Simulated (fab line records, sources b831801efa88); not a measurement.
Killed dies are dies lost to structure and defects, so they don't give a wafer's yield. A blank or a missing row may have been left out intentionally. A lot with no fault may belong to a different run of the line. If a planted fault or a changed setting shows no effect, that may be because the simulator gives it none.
Which tool was responsible? -- flow gf180mcu -- 6 lots, 18 wafers sampled, at 3 steps of a route of 602

WHAT THE GAUGES SHOWED, per wafer
GF_V4_CD_MEAS_14: target cd 260 nm.
lot,measured,on,cd nm (nm)
L895,day 24 17:08,cd sem-02,260.5 261.0 261.3
L898,day 25 11:14,cd sem-02,258.5 259.6 260.0
L904,day 27 23:44,cd sem-02,257.6 258.0 257.7
L908,day 28 20:23,cd sem-01,254.5 255.7 254.0
L914,day 30 15:38,cd sem-01,259.7 258.2 259.1
L917,day 31 10:23,cd sem-02,258.3 258.5 259.4

TOOL THAT RAN EACH LOT (tool first, then ch and the chambers of the sampled wafers, then the start)
lot,GF_M4_SPUTTER_00,GF_V4_PEB_12
L895,"pvd sputter-04, day 22 18:01","litho track-01 ch 0, day 24 16:49"
L898,"pvd sputter-02, day 23 13:52","litho track-01 ch 0, day 25 10:55"
L904,"pvd sputter-02, day 26 05:22","litho track-04 ch 0, day 27 23:23"
L908,"pvd sputter-02, day 27 03:26","litho track-04 ch 0, day 28 20:04"
L914,"pvd sputter-02, day 29 01:57","litho track-01 ch 0, day 30 15:19"
L917,"pvd sputter-02, day 29 20:23","litho track-02 ch 0, day 31 10:04"
- GF_M4_SPUTTER_00: material Ti, target thk 37.5 nm, time 150 s.
- GF_V4_PEB_12: peb time 90 s.

THE ANSWER, worked out from the rows above alone
Rule: usual is defined by the lots themselves. The widest of any qualifying gaps counts: lots, ordered by their means at a reading, are off when they make up no more than a third of the lots, leave a main group of 4 or more, and stand apart from it by 3 or more times the standard deviation of that group's means. A main group is skipped when, at the precision printed for the reading in the tables above, its means are all equal. Also off: a lot with no number at a reading for which 4 or more lots have one. The other lots that the step has rows for count as sound.
None of the lots is off at any reading shown; this tells nothing.

WHAT THE SIMULATOR HAD INSERTED
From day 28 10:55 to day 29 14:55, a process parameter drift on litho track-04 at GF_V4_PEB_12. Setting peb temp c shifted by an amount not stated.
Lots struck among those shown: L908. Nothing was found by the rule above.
